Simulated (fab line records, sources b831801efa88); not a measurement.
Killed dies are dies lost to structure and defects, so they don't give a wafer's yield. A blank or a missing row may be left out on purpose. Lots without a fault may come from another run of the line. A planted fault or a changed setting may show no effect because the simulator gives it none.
A struck lot beside a sound one | flow sky130 | 15 steps out of a route of 708
Sound: wafers L340.2, L340.4, L340.5. Struck: wafers L352.1, L352.3, L352.6. The cause comes at the end.
At each step with rows: each side's tool, then ch and its chambers, then its first start. Under that, the readings that differ: sound wafers | struck wafers | difference of the means | sigmas: that difference in standard deviations of wafers without a fault.
alike: readings whose means differ by less than 2 such deviations, and words and numbers that are the same on both sides. not compared: withheld readings, readings that some wafer has no value for, bounds like >300 that may hide the same value, and numbers for which the record gives no deviation and whose values overlap.
The two part at a step that has a row with sigmas, a row that says differs or no value, or rows on one side only. Numbers that don't overlap but have no deviation are shown without sigmas and don't part them. A reading that every wafer of one side lacks parts them only if that side has two wafers or more.

SKY_METAL1_THK_MEAS_06: measures by xrf.
  sound on film_metro-01, day 32 11:14; struck on film_metro-03, day 36 16:53
  alike: METAL1_ALCU_THK
then, 8 steps without rows for these wafers: SKY_METAL1_DEHYDRATE_07 (time 60 s); SKY_METAL1_HMDS_08 (prime time 60 s); SKY_METAL1_COAT_09 (resist thk 60 nm); SKY_METAL1_COAT_10 (resist thk 450 nm); SKY_METAL1_SOFTBAKE_11 (time 90 s); SKY_METAL1_EXPOSE_12 (exposes mask MM1, target cd 140 nm); SKY_METAL1_PEB_13; SKY_METAL1_DEVELOP_14 (develop time 60 s).
SKY_METAL1_CD_MEAS_15: target cd 140 nm.
  sound on cd_sem-02, day 33 14:23; struck on cd_sem-02, day 37 18:34
  alike: cd_nm
SKY_METAL1_OVL_MEAS_16:
  sound on overlay-01, day 33 14:30; struck on overlay-02, day 37 18:41
  alike: METAL1_OVL
SKY_METAL1_DESCUM_17: chemistry O2, time 8 s.
  sound on rie_metal-02 ch 1, day 33 14:32; struck on rie_metal-01 ch 0,1, day 37 18:44
  alike: drypump_motor_current_A, oes_product_au
  not compared: rf_hours_counter_h
SKY_METAL1_ETCH_18: etches BARC in N2/H2, stops on SiO2, time 45.9 s, target depth 60 nm.
  sound on rie_metal-02 ch 1, day 33 14:37; struck on rie_metal-01 ch 0,1, day 37 18:46
  reading                                       | sound             | struck            | difference | sigmas
  rf_fwd_power_W (W)                            | 496.7 495.4 496.9 | 411.5 415.9 414.2 | -82.5      | -34
  model.KrF-thick_of_METAL1_COAT_10.thk_nm (nm) | 391 390.8 391.9   | 398.4 399.9 401.4 | +8.7       |
  alike: drypump_motor_current_A, oes_product_au, throttle_valve_pct
  not compared: rf_hours_counter_h
SKY_METAL1_METAL_ETCH_19: etches the open film in Cl2/BCl3, stops on SiO2, target depth 360 nm, time 78 s.
  sound on rie_metal-02 ch 1, day 33 14:45; struck on rie_metal-01 ch 0,1, day 37 18:49
  reading            | sound       | struck      | difference | sigmas
  rf_fwd_power_W (W) | 895 895 897 | 884 892 889 | -7         | -2
  alike: drypump_motor_current_A, oes_product_au, throttle_valve_pct
  not compared: rf_hours_counter_h
then, 1 step without rows for these wafers: SKY_PAD_OPEN_PROBE_99.

WHERE THEY PART
First at SKY_METAL1_ETCH_18; last, within this record, at SKY_METAL1_METAL_ETCH_19.

WHY: what the simulator had put in
Process parameter drift: rie_metal-01, from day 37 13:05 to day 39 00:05, at SKY_METAL1_ETCH_18. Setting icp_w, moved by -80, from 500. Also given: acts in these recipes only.
